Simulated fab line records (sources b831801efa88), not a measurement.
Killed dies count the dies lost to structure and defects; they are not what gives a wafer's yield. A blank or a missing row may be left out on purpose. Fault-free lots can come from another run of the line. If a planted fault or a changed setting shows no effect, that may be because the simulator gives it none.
Code-filled problem report in 8D (eight disciplines) form | flow sfq line | the parts of the form that need people (team, actions taken, sign-off) are left out

== 1. THE ISSUE ==
oes product au at SFQ_TRILAYER_M5_ETCH_METAL_ETCH_126 reads a mean of 0.376 a.u. on 9 wafers of 3 lots; wafers without a fault read 0.729 a.u. with a standard deviation of 0.0062. That is -57 standard deviations from the usual mean.
The step: etches Nb in Cl2/BCl3, stops on SiO2, time 203.2 s, target depth 265 nm.
Seen first at day 55 00:52 on rie metal-01, wafer L912.1. At this step, 45 wafers from 15 lots have a number in the record. The rule behind "out" and "out of limits": a value lying over 4 standard deviations away from the usual mean. The other wafers with a number count as sound.

== 2. WHAT THIS IS AND IS NOT ==
question                    | is                     | is not
which readings at this step | oes product au         | chamber pressure mTorr, drypump motor current A
which lots                  | L912, L913, L914       | L905, L906, L907, L910, L911, L918, L919, L920, L922, L924, L925, L927
which wafers of those lots  | all that have a number | -
read on which tools         | rie metal-01           | rie metal-03, rie metal-04
when                        | from day 55 00:52      | up to then (15 sound wafers); but 21 sound wafers of L918, L919, L920, L922, L924, L925, L927 came after

== 3. WHAT RULES OUT EACH SUSPECT ==
Counting: any tool at a process step up to the reading is kept as a suspect provided that every lot that is out went through it and no sound lot did after the first of them.
- rie metal-01 at SFQ_TRILAYER_M5_BARC_OPEN_METAL_ETCH_161 (etches BARC in O2, target depth 125 nm, time 41.7 s): ruled out as a lasting fault. The sound lots L922, L924, L925, L927 went through it after L912, its earliest lot that is out (day 55 00:49).
- rie metal-01 at SFQ_TRILAYER_M5_ETCH_METAL_ETCH_126 (etches Nb in Cl2/BCl3, stops on SiO2, time 203.2 s, target depth 265 nm): ruled out as a lasting fault. The sound lots L922, L924, L925, L927 went through it after L912, its earliest lot that is out (day 55 00:52).
Left after counting: nothing in the record.

== 4. THE CAUSE (what the simulator had put in) ==
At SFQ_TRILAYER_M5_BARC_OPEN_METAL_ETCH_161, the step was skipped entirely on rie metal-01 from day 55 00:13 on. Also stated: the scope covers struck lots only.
Counting ruled it out, wrongly.

== 5. SEQUENCE OF EFFECTS, ordered by route ==
Rows list readings where the struck wafers' mean (over those with a number) sits beyond 3 standard deviations from the usual. Readings are gone through only where the record gives a usual standard deviation; hours: the median, over the lots, of the time from a lot's start at the first step in this table giving one to that lot's start at this step; sigmas: the change measured in usual standard deviations.
hours | step                                | reading        | usual      | on struck wafers | change | sigmas
0     | SFQ_TRILAYER_M5_ETCH_METAL_ETCH_126 | oes product au | 0.729 a.u. | 0.376            | -0.353 | -57
156   | SFQ_TRILAYER_I5_ETCH_VIA_ETCH_147   | oes product au | 0.988 a.u. | 0.374            | -0.614 | -92
Process steps it contains:
- SFQ_TRILAYER_M5_ETCH_METAL_ETCH_126: etches Nb in Cl2/BCl3, stops on SiO2, time 203.2 s, target depth 265 nm.
- SFQ_TRILAYER_I5_ETCH_VIA_ETCH_147: etches the open film in CHF3, stops on Nb, target depth 360 nm.
Readings that are blank on the struck wafers while sound wafers have them: bias w at SFQ_TRILAYER_M5_BARC_OPEN_METAL_ETCH_161; chamber pressure mTorr at SFQ_TRILAYER_M5_BARC_OPEN_METAL_ETCH_161; drypump motor current A at SFQ_TRILAYER_M5_BARC_OPEN_METAL_ETCH_161; oes product au at SFQ_TRILAYER_M5_BARC_OPEN_METAL_ETCH_161; exposure dose mJ cm2 at SFQ_TRILAYER_R5_LITHO_EXPOSE_137; focus offset nm at SFQ_TRILAYER_R5_LITHO_EXPOSE_137.

== 6. HOW IT WOULD HAVE BEEN CAUGHT EARLIER ==
In this record the first reading out of limits was taken at day 55 00:52, 1 hour after the fault began at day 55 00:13.
At SFQ_TRILAYER_M5_BARC_OPEN_METAL_ETCH_161 the tool's readings are blank on the struck wafers, where sound wafers have them: an empty tool record is the first sign, and it was there at once.
